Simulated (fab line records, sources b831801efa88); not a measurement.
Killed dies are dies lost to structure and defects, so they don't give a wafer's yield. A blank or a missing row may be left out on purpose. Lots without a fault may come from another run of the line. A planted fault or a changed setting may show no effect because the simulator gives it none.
A struck lot beside a sound one | flow gf180mcu | 43 steps out of a route of 602
Sound: wafers L395.1, L395.3, L395.4. Struck: wafers L409.1, L409.2, L409.3. The cause comes at the end.
At each step with rows: each side's tool, then ch and its chambers, then its first start. Under that, the readings that differ: sound wafers | struck wafers | difference of the means | sigmas: that difference in standard deviations of wafers without a fault.
alike: readings whose means differ by less than 2 such deviations, and words and numbers that are the same on both sides. not compared: withheld readings, readings that some wafer has no value for, bounds like >300 that may hide the same value, and numbers for which the record gives no deviation and whose values overlap.
The two part at a step that has a row with sigmas, a row that says differs or no value, or rows on one side only. Numbers that don't overlap but have no deviation are shown without sigmas and don't part them. A reading that every wafer of one side lacks parts them only if that side has two wafers or more.

first, 1 step without rows for these wafers: GF_POLY_GATE_OXIDATION_16 (stabilise 600 s, purge 300 s, target thk 4 nm).
GF_POLY_GATE_THK_MEAS_17:
  sound on film_metro-01, day 10 08:36; struck on film_metro-01, day 13 16:34
  alike: POLY_GATE_OXIDATION_THK
GF_POLY_GATE_CD_MEAS_18:
  sound on cd_sem-01, day 10 08:40; struck on cd_sem-01, day 13 16:37
  alike: cd_nm
then, 7 steps without rows for these wafers: GF_HV_LDD_DEHYDRATE_00 (time 60 s); GF_HV_LDD_HMDS_01 (prime time 60 s); GF_HV_LDD_COAT_02 (resist thk 1000 nm); GF_HV_LDD_SOFTBAKE_03 (time 60 s); GF_HV_LDD_EXPOSE_04 (exposes mask Nplus LV AREA, target cd 400 nm); GF_HV_LDD_PEB_05; GF_HV_LDD_DEVELOP_06 (develop time 60 s).
GF_HV_LDD_CD_MEAS_07: target cd 400 nm.
  sound on cd_sem-02, day 11 02:52; struck on cd_sem-02, day 14 09:52
  alike: cd_nm
GF_HV_LDD_OVL_MEAS_08:
  sound on overlay-02, day 11 02:59; struck on overlay-02, day 14 09:59
  reading         | sound        | struck         | difference | sigmas
  HV_LDD_OVL (nm) | -0.5 0.4 0.1 | -3.8 -2.8 -1.8 | -2.8       | -2
GF_HV_LDD_IMPLANT_09:
  sound on implanter-01 ch 0, day 11 03:01; struck on implanter-01, day 14 10:02
  no value came back on the struck wafers for beam_energy_keV, beam_on_s (s), implant_ion_amu; on the sound wafers beam_energy_keV reads 40.004 40.002 39.999
GF_HV_LDD_STRIP_10: strips in O2/N2.
  sound on plasma_asher-04 ch 0,1, day 11 03:10; struck on plasma_asher-01 ch 0,1, day 14 10:11
  alike: drypump_motor_current_A, heater_power_w, oes_product_au, strip_time_to_endpoint_s
  not compared: rf_hours_counter_h
GF_HV_LDD_TW_MEAS_11:
  sound on film_metro-03, day 11 03:16; struck on film_metro-03, day 14 10:17
  reading   | sound          | struck   | difference | sigmas
  HV_LDD_TW | 2394 2386 2394 | 30 30 30 | -2361      | -67
then, 7 steps without rows for these wafers: GF_HV_LDD_DEHYDRATE_12 (time 60 s); GF_HV_LDD_HMDS_13 (prime time 60 s); GF_HV_LDD_COAT_14 (resist thk 1000 nm); GF_HV_LDD_SOFTBAKE_15 (time 60 s); GF_HV_LDD_EXPOSE_16 (exposes mask Pplus LV AREA, target cd 400 nm); GF_HV_LDD_PEB_17; GF_HV_LDD_DEVELOP_18 (develop time 60 s).
GF_HV_LDD_CD_MEAS_19: target cd 400 nm.
  sound on cd_sem-01, day 11 21:58; struck on cd_sem-02, day 15 07:10
  alike: cd_nm
GF_HV_LDD_OVL_MEAS_20:
  sound on overlay-01, day 11 22:05; struck on overlay-01, day 15 07:17
  alike: HV_LDD_01_OVL
then, 1 step without rows for these wafers: GF_HV_LDD_IMPLANT_21.
GF_HV_LDD_STRIP_22: strips in O2/N2.
  sound on plasma_asher-04 ch 0,1, day 11 22:16; struck on plasma_asher-04 ch 0,1, day 15 07:29
  alike: drypump_motor_current_A, heater_power_w, oes_product_au, strip_time_to_endpoint_s
  not compared: rf_hours_counter_h
GF_HV_LDD_TW_MEAS_23:
  sound on film_metro-03, day 11 22:22; struck on film_metro-02, day 15 07:35
  alike: HV_LDD_2_TW
then, 7 steps without rows for these wafers: GF_HV_LDD_DEHYDRATE_24 (time 60 s); GF_HV_LDD_HMDS_25 (prime time 60 s); GF_HV_LDD_COAT_26 (resist thk 1000 nm); GF_HV_LDD_SOFTBAKE_27 (time 60 s); GF_HV_LDD_EXPOSE_28 (exposes mask Nplus HV AREA, target cd 400 nm); GF_HV_LDD_PEB_29; GF_HV_LDD_DEVELOP_30 (develop time 60 s).
GF_HV_LDD_CD_MEAS_31: target cd 400 nm.
  sound on cd_sem-02, day 12 17:16; struck on cd_sem-02, day 16 05:11
  alike: cd_nm
GF_HV_LDD_OVL_MEAS_32:
  sound on overlay-01, day 12 17:23; struck on overlay-01, day 16 05:19
  alike: HV_LDD_02_OVL
then, 4 steps without rows for these wafers: GF_HV_LDD_IMPLANT_33; GF_HV_LDD_IMPLANT_34; GF_HV_LDD_IMPLANT_35; GF_HV_LDD_IMPLANT_36.
GF_HV_LDD_STRIP_37: strips in O2/N2.
  sound on plasma_asher-02 ch 0,1, day 12 18:01; struck on plasma_asher-02 ch 0,1, day 16 05:57
  alike: drypump_motor_current_A, heater_power_w, oes_product_au, strip_time_to_endpoint_s
  not compared: rf_hours_counter_h
GF_HV_LDD_TW_MEAS_38:
  sound on film_metro-02, day 12 18:07; struck on film_metro-02, day 16 06:03
  alike: HV_LDD_3_TW
GF_HV_LDD_RS_MEAS_53: measures by four-point-probe.
  sound on film_metro-03, day 13 07:47; struck on film_metro-03, day 17 05:06
  reading            | sound             | struck            | difference | sigmas
  HV_LDD_RS (ohm/sq) | 418.6 419.5 419.0 | 881.5 880.7 880.1 | +461.7     | +99 or more

WHERE THEY PART
First at GF_HV_LDD_OVL_MEAS_08; last, within this record, at GF_HV_LDD_RS_MEAS_53.

WHY: what the simulator had put in
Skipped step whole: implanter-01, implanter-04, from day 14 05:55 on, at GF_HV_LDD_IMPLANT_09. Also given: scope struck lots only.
